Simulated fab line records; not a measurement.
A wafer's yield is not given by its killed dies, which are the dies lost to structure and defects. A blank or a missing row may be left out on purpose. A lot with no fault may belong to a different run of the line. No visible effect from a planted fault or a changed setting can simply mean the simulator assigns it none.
Problem report, 8D (eight disciplines) form, completed by code | flow sfqLine | the parts of the form that need people (team, actions taken, sign-off) are left out

== 1. THE PROBLEM ==
Wafers without a fault read 216 s with a standard deviation of 6.7, while timeToEndpointS at SFQ_TRILAYER_I0_CMP_CMP_028 averages 274 s across 2 wafers of 1 lot. That puts it +8.6 standard deviations away from the usual mean.
The step: polishes SiO2.
Earliest sighting: wafer L633.1 on cmp-02 at day 15 05:01. The record has a number at this step for 39 wafers belonging to 13 lots. The rule behind "out" and "out of limits": a value lying over 4 standard deviations away from the usual mean. The other wafers with a number count as sound.

== 2. WHAT IT IS, WHAT IT ISN'T ==
question                    | is                | is not
which readings at this step | timeToEndpointS   | motorCurrentA
which lots                  | L633              | L619, L620, L621, L623, L624, L625, L630, L631, L636, L637, L641, L642
which wafers of those lots  | L633.1, L633.4    | L633.3
read on which tools         | cmp-02            | cmp-01
when                        | from day 15 05:01 | up to then (24 sound wafers); but 13 sound wafers of L633, L636, L637, L641, L642 came after

== 3. THE SUSPECTS, EACH WITH WHAT RULES IT OUT ==
Counting: if a tool at a process step up to the reading ran every lot that is out, it stays a suspect. Sound lots after the first of them don't rule it out here, since some wafers of a struck lot are sound.
- rieMetal-04 at SFQ_TRILAYER_M0_STRIP_STRIP_025 (strips in O2): kept. It ran the lot that is out, L633 (day 15 04:10).
- cmp-02 at SFQ_TRILAYER_I0_CMP_CMP_028 (polishes SiO2): kept. L633, the lot that is out, went through it at day 15 05:01; up to then, the latest sound lot through it was L631 at day 13 23:46. Its own readings are out on those wafers: timeToEndpointS.
- Within cmp-02 at SFQ_TRILAYER_I0_CMP_CMP_028: the wafers that are out ran in chambers 0, 2; their sound lot-mates ran in chamber 1.
Remaining after the count are rieMetal-04 at SFQ_TRILAYER_M0_STRIP_STRIP_025 and cmp-02 at SFQ_TRILAYER_I0_CMP_CMP_028.

== 4. THE CAUSE (what the simulator had put in) ==
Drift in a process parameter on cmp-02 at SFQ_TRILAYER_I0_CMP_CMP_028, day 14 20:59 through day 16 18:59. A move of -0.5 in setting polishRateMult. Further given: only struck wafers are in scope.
This tool is one of the 2 suspects left after counting.

== 5. THE EFFECT CHAIN, in route order ==
Rows list readings where the struck wafers' mean (over those with a number) sits beyond 3 standard deviations from the usual. Readings are gone through only where the record gives a usual standard deviation; hours: the median, over the lots, of the time from a lot's start at the first step in this table giving one to that lot's start at this step; sigmas: the change measured in usual standard deviations.
hours | step                                  | reading         | usual      | on struck wafers | change | sigmas
0     | SFQ_TRILAYER_I0_CMP_CMP_028           | timeToEndpointS | 216 s      | 274              | +58    | +8.6
3     | SFQ_TRILAYER_I0_METRO_MEASURE_029     | thkNm           | 200.4 nm   | 304.7            | +104.3 | +99 or more
152   | SFQ_TRILAYER_I0_VIA_ETCH_VIA_ETCH_034 | oesProductAu    | 0.855 a.u. | 0.998            | +0.143 | +32
Its process steps:
- SFQ_TRILAYER_I0_CMP_CMP_028: polishes SiO2.
- SFQ_TRILAYER_I0_METRO_MEASURE_029
- SFQ_TRILAYER_I0_VIA_ETCH_VIA_ETCH_034: etches SiO2 in CHF3, stops on Nb, target depth 260 nm.
At these later measuring or inspecting steps, every struck wafer for which the step has a row has a number for every such reading, and none has moved that far: SFQ_M1_OVL_MEAS_911.

== 6. WHAT WOULD HAVE CAUGHT IT SOONER ==
8 hours passed between the start of the fault at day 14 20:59 and the first reading out of limits in this record, taken at day 15 05:01.
